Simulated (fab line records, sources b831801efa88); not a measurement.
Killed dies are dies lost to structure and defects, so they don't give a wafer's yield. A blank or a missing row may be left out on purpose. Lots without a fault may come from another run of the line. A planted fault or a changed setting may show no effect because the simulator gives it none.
Which tool did it? | flow gf180mcu | 13 lots, 39 wafers sampled, at 5 steps of a route of 602

WHAT THE GAUGES READ, wafer by wafer
GF_DUAL_GATE_OVL_MEAS_11. Usual: DUAL_GATE_OVL 0.2 nm, standard deviation 1.4.
lot  | measured     | on         | DUAL_GATE_OVL (nm) | flag
L823 | day 8 11:07  | overlay-01 | 1.5 -0.6 1.1       |
L825 | day 8 23:37  | overlay-01 | 3.0 -0.8 -0.2      |
L826 | day 9 05:14  | overlay-02 | 0.8 -0.8 1.1       |
L827 | day 9 12:01  | overlay-02 | -0.9 -0.1 -0.9     |
L829 | day 10 00:53 | overlay-02 | -0.2 0.5 0.4       |
L830 | day 10 10:04 | overlay-01 | 1.0 0.7 1.0        |
L834 | day 11 17:52 | overlay-02 | -0.1 0.5 -0.6      |
L836 | day 12 04:18 | overlay-01 | -0.1 1.2 1.9       |
L840 | day 13 11:07 | overlay-01 | -1.2 -0.6 0.2      |
L841 | day 13 15:26 | overlay-02 | 0.6 2.2 2.5        |
L842 | day 13 21:31 | overlay-02 | -2.7 -1.1 -2.4     |
L844 | day 14 13:23 | overlay-02 | 0.8 -0.9 -0.3      |
L846 | day 15 04:48 | overlay-02 | 0.0 0.1 1.3        |

GF_HV_LDD_OVL_MEAS_32. Usual: HV_LDD_02_OVL -0.1 nm, standard deviation 1.2.
lot  | measured     | on         | HV_LDD_02_OVL (nm) | flag
L823 | day 11 16:41 | overlay-02 | 2.0 -0.2 -0.3      |
L825 | day 12 05:36 | overlay-01 | -1.0 -1.1 0.5      |
L826 | day 12 10:42 | overlay-02 | -0.7 -1.6 -0.1     |
L827 | day 12 20:55 | overlay-01 | 0.9 0.3 1.0        |
L829 | day 13 14:15 | overlay-02 | -0.1 0.4 -0.9      |
L830 | day 13 23:29 | overlay-02 | -1.4 -2.4 -0.3     |
L840 | day 17 09:13 | overlay-02 | 2.3 0.1 -1.3       |
L841 | day 17 17:32 | overlay-02 | 0.0 0.8 0.0        |
L842 | day 18 05:17 | overlay-01 | 1.5 2.4 2.0        |
L844 | day 18 13:40 | overlay-02 | 1.1 -1.3 -0.9      |
L846 | day 19 06:43 | overlay-01 | -1.3 -0.1 -0.7     |

GF_NSD_CD_MEAS_07: target cd 400 nm. Usual: cd_nm 400 nm, standard deviation 3.
lot  | measured     | on        | cd_nm (nm)  | flag
L823 | day 13 11:18 | cd_sem-01 | 395 399 397 |
L825 | day 14 00:45 | cd_sem-01 | 391 393 392 |
L826 | day 14 06:39 | cd_sem-01 | 403 403 405 |
L827 | day 14 15:41 | cd_sem-01 | 396 399 398 |
L829 | day 15 10:40 | cd_sem-01 | 398 400 399 |
L830 | day 15 20:42 | cd_sem-01 | 400 399 400 |
L840 | day 19 13:34 | cd_sem-01 | 398 400 399 |
L841 | day 19 19:53 | cd_sem-01 | 401 401 403 |
L842 | day 20 10:01 | cd_sem-02 | 396 399 398 |
L844 | day 20 18:15 | cd_sem-01 | 396 397 396 |
L846 | day 21 10:45 | cd_sem-02 | 395 396 395 |

WHICH TOOL RAN EACH LOT (tool, then ch and the chambers of the sampled wafers, then the start)
lot  | GF_POLY_GATE_ETCH_13             | GF_POLY_GATE_STRIP_14
L823 | rie_si-01 ch 1,2,3, day 9 08:32  | plasma_asher-02 ch 0,1, day 9 08:35
L825 | rie_si-02 ch 0,1,2, day 9 20:43  | plasma_asher-01 ch 0,1, day 9 20:47
L826 | rie_si-01 ch 1,2, day 10 02:02   | plasma_asher-02 ch 0,1, day 10 02:07
L827 | rie_si-01 ch 1,2, day 10 10:08   | plasma_asher-04 ch 0,1, day 10 10:12
L829 | rie_si-02 ch 0,1,2, day 10 23:41 | plasma_asher-01 ch 0,1, day 10 23:46
L830 | rie_si-01 ch 2,3, day 11 09:23   | plasma_asher-02 ch 0,1, day 11 09:28
L834 | rie_si-01 ch 2,3, day 12 16:39   | plasma_asher-02 ch 0,1, day 12 16:42
L836 | rie_si-01 ch 0,1, day 13 05:14   | plasma_asher-01 ch 0,1, day 13 05:17
L840 | rie_si-02 ch 1,2,3, day 14 13:16 | plasma_asher-04 ch 0,1, day 14 13:21
L841 | rie_si-02 ch 0,1,3, day 14 21:46 | plasma_asher-02 ch 0,1, day 14 21:51
L842 | rie_si-02 ch 0,3, day 15 05:49   | plasma_asher-04 ch 0,1, day 15 05:53
L844 | rie_si-02 ch 1,2, day 15 14:53   | plasma_asher-02 ch 0,1, day 15 14:56
L846 | rie_si-01 ch 1,2,3, day 16 06:35 | plasma_asher-02 ch 0,1, day 16 06:38
- GF_POLY_GATE_ETCH_13: etches poly-Si in HBr/Cl2, stops on SiO2, target depth 198.5 nm, time 69.6 s.
- GF_POLY_GATE_STRIP_14: strips in O2/N2.

WHAT THE TOOLS THEMSELVES READ (means of the sampled wafers that have a number; where no wafer has one, the mark that the record gives instead)
GF_POLY_GATE_ETCH_13. Usual: drypump_motor_current_A 5.80 A, standard deviation 0.26; oes_product_au 0.990 a.u., standard deviation 0.009; throttle_valve_pct 33.684 %, standard deviation 0.0086.
lot  | tool      | drypump_motor_current_A (A) | oes_product_au (a.u.) | throttle_valve_pct (%) | flag
L823 | rie_si-01 | 5.76                        | 0.992                 | 33.688                 |
L825 | rie_si-02 | 5.64                        | 0.974                 | 33.684                 |
L826 | rie_si-01 | 5.70                        | 0.986                 | 33.688                 |
L827 | rie_si-01 | 5.69                        | 0.991                 | 33.681                 |
L829 | rie_si-02 | 5.62                        | 0.977                 | 33.686                 |
L830 | rie_si-01 | 5.87                        | 0.997                 | 33.683                 |
L834 | rie_si-01 | 5.85                        | 0.705                 | 33.694                 | OFF
L836 | rie_si-01 | 5.89                        | 0.713                 | 33.685                 | OFF
L840 | rie_si-02 | 5.70                        | 0.989                 | 33.685                 |
L841 | rie_si-02 | 5.63                        | 0.981                 | 33.683                 |
L842 | rie_si-02 | 5.73                        | 0.994                 | 33.678                 |
L844 | rie_si-02 | 5.52                        | 0.998                 | 33.696                 |
L846 | rie_si-01 | 5.78                        | 0.989                 | 33.679                 |

GF_POLY_GATE_STRIP_14. Usual: drypump_motor_current_A 5.7 A, standard deviation 0.48; heater_power_w 374 W, standard deviation 28; oes_product_au 0.505 a.u., standard deviation 0.0044.
lot  | tool            | drypump_motor_current_A (A) | heater_power_w (W) | oes_product_au (a.u.) | flag
L823 | plasma_asher-02 | 5.4                         | 356                | 0.506                 |
L825 | plasma_asher-01 | 6.0                         | 366                | 0.506                 |
L826 | plasma_asher-02 | 5.4                         | 364                | 0.507                 |
L827 | plasma_asher-04 | 5.7                         | 404                | 0.508                 |
L829 | plasma_asher-01 | 5.8                         | 354                | 0.503                 |
L830 | plasma_asher-02 | 5.4                         | 358                | 0.506                 |
L834 | plasma_asher-02 | 5.4                         | 362                | 0.516                 |
L836 | plasma_asher-01 | 5.8                         | 360                | 0.523                 | OFF
L840 | plasma_asher-04 | 5.3                         | 396                | 0.506                 |
L841 | plasma_asher-02 | 5.4                         | 358                | 0.504                 |
L842 | plasma_asher-04 | 5.3                         | 396                | 0.506                 |
L844 | plasma_asher-02 | 5.4                         | 358                | 0.506                 |
L846 | plasma_asher-02 | 5.8                         | 374                | 0.505                 |

THE ANSWER, worked out from the rows above alone
Rule: a lot is off if the mean of its wafers that have a number lies more than 3 standard deviations from the usual mean. A lot without any number at a reading at which 4 lots or more have one is off too. The other lots that the step has rows for count as sound. The gauges are gone through in route order, then the tools' own readings, and for those a lot's mean is taken as printed above. The first step at which some lot is off is used, and at that step the reading that is off furthest; a lot without a number counts as furthest.
Off: L834, L836, at GF_POLY_GATE_ETCH_13 (oes_product_au).
A tool fits if, at that step or a process step before it, it ran every lot that is off, and no sound lot after the first of them. None of those tried fits.

WHAT THE SIMULATOR HAD PUT IN
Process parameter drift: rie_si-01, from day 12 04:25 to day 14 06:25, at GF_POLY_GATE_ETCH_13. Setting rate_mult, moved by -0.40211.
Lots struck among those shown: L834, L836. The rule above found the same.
